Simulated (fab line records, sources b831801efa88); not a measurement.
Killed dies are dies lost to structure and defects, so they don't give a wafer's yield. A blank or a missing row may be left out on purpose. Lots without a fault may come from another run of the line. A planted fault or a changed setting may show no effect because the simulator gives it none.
One fault seen from 2 desks | flow gf180mcu | each desk has only its own numbers; what lay behind them comes last

THE METROLOGY DESK
What the gauges read, lot by lot, whatever tool the lot ran on: means of the sampled wafers that have a number. A lot is out of limits, marked OUT, if its mean lies more than 4 standard deviations from the usual mean; the brackets give that distance.
Columns: A = M1_ALCU_THK at GF_M1_THK_MEAS_06, usual 452 nm
lot  | first seen here | A
L365 | day 16 10:28    | 455
L367 | day 16 19:05    | 453
L366 | day 16 21:17    | 448
L368 | day 17 13:57    | 452
L370 | day 18 11:16    | 452
L371 | day 18 23:32    | 451
L373 | day 19 10:49    | 456
L374 | day 19 19:11    | 463
L375 | day 20 05:24    | 447
L376 | day 20 13:22    | 454
L377 | day 20 17:16    | 447
L378 | day 21 02:23    | 448
L386 | day 23 12:38    | 453
L387 | day 23 23:05    | 446
L388 | day 24 06:29    | 449
This desk's finding: nothing out of limits on any of the 15 lots.

THE TOOL OWNER'S DESK: litho_track-03
The tool's own readings at GF_V1_PEB_12 (peb time 90 s): means of the sampled wafers that have a number, for each lot that ran on this tool. A lot is out of limits, marked OUT, if its mean lies more than 4 standard deviations from the usual mean; the brackets give that distance.
Columns: A = chill_plate_temp_C at GF_V1_PEB_12, usual 23.03 C; B = exhaust_pa at GF_V1_PEB_12, usual 44.9 Pa
lot  | first seen here | A     | B
L367 | day 18 17:28    | 22.97 | 44.1
L371 | day 21 01:16    | 23.02 | 45.3
L373 | day 21 11:53    | 22.89 | 45.3
L387 | day 25 19:10    | 23.09 | 45.5
This desk's finding: nothing out of limits on any of the 4 lots.

PUT TOGETHER
The metrology desk saw nothing out of limits.
The tool owner's desk saw nothing out of limits.

WHAT THE SIMULATOR HAD PUT IN
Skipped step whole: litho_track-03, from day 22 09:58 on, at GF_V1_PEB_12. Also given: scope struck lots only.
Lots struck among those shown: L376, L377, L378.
